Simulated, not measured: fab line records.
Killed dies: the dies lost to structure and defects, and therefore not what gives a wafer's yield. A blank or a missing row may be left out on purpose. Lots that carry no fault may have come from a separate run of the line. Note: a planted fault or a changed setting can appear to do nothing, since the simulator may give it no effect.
2 desks looking at one fault || flow sky130 || numbers are kept per desk, each desk with only its own; the story behind them comes last

== THE METROLOGY DESK ==
What the gauges read, lot by lot, whatever tool the lot ran on: means of the sampled wafers that have a number. If a lot's mean is further than 4 standard deviations from the usual mean, the lot is out of limits and carries the mark OUT (the distance appears in the brackets).
Columns: A = FIELD_ISO_OXIDATION_01_THK at SKY_FIELD_ISO_THK_MEAS_23, usual 9.96 nm; B = FIELD_ISO_CVD_24_THK at SKY_FIELD_ISO_THK_MEAS_25, usual 594 nm; C = NWELL_OXIDATION_THK at SKY_NWELL_THK_MEAS_02, usual 10.06 nm; D = DNWELL_TW at SKY_DNWELL_TW_MEAS_09, usual 1108; E = PWDE_OVL at SKY_PWDE_OVL_MEAS_07, usual -0.7 nm; F = PWDE_TW at SKY_PWDE_TW_MEAS_10, usual 370.7
{"lot": "L879", "first seen here": "day 2 20:16", "A": 9.56, "B": 607, "C": 10.21, "D": 1118, "E": -1.3, "F": 369.1}
{"lot": "L885", "first seen here": "day 4 02:49", "A": 9.61, "B": 598, "C": 9.90, "D": 1105, "E": -2.5, "F": 370.3}
{"lot": "L886", "first seen here": "day 4 05:40", "A": 9.47, "B": 592, "C": 9.92, "D": 1107, "E": -2.8, "F": 367.1}
{"lot": "L890", "first seen here": "day 5 01:40", "A": 10.31, "B": 597, "C": 10.24, "D": 1112, "E": -0.0, "F": 370.8}
{"lot": "L896", "first seen here": "day 6 11:55", "A": 10.12, "B": 600, "C": 10.15, "D": 1102, "E": -2.7, "F": 368.1}
{"lot": "L899", "first seen here": "day 7 04:28", "A": 9.78, "B": 595, "C": 9.96, "D": 1102, "E": 0.4, "F": 367.9}
This desk found nothing out of limits on any of the 6 lots.

== THE TOOL OWNER'S DESK: wetBench-04 ==
The tool's own readings at SKY_FIELD_ISO_WET_ETCH_30 (etches SiO2 in dHF, target depth 25 nm, time 50 s): means of the sampled wafers that have a number, for each lot that ran on this tool. If a lot's mean is further than 4 standard deviations from the usual mean, the lot is out of limits and carries the mark OUT (the distance appears in the brackets).
Columns: A = bathHeatDutyPct at SKY_FIELD_ISO_WET_ETCH_30, usual 6.1 %; B = runLengthS at SKY_FIELD_ISO_WET_ETCH_30, usual 77.7 s
{"lot": "L879", "first seen here": "day 2 22:47", "A": 6.4, "B": 78.0}
{"lot": "L885", "first seen here": "day 4 05:20", "A": 5.4, "B": "56.3 (-7.9) OUT"}
{"lot": "L890", "first seen here": "day 5 04:13", "A": 6.3, "B": "49.9 (-10) OUT"}
Finding of this desk: L885, L890 out of limits; the first was L885 at day 4 05:20, on runLengthS at SKY_FIELD_ISO_WET_ETCH_30. In limits: L879.

== PUT TOGETHER ==
On L885, L890, at day 4 05:20, an alarm was possible from the tool owner's desk.
Metrology desk: nothing out of limits seen.
The metrology desk has L885, L890 on record, within its limits.
SKY_FIELD_ISO_WET_ETCH_30 was run on wetBench-04 by each of the lots named.

== WHAT HAD BEEN PUT IN BY THE SIMULATOR ==
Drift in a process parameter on wetBench-04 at SKY_FIELD_ISO_WET_ETCH_30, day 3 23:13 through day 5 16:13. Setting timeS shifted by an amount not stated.
Shown lots that were struck: L885, L890.
Delay in hours, fault start to first out-of-limits reading, by desk: the tool owner's desk at 6.
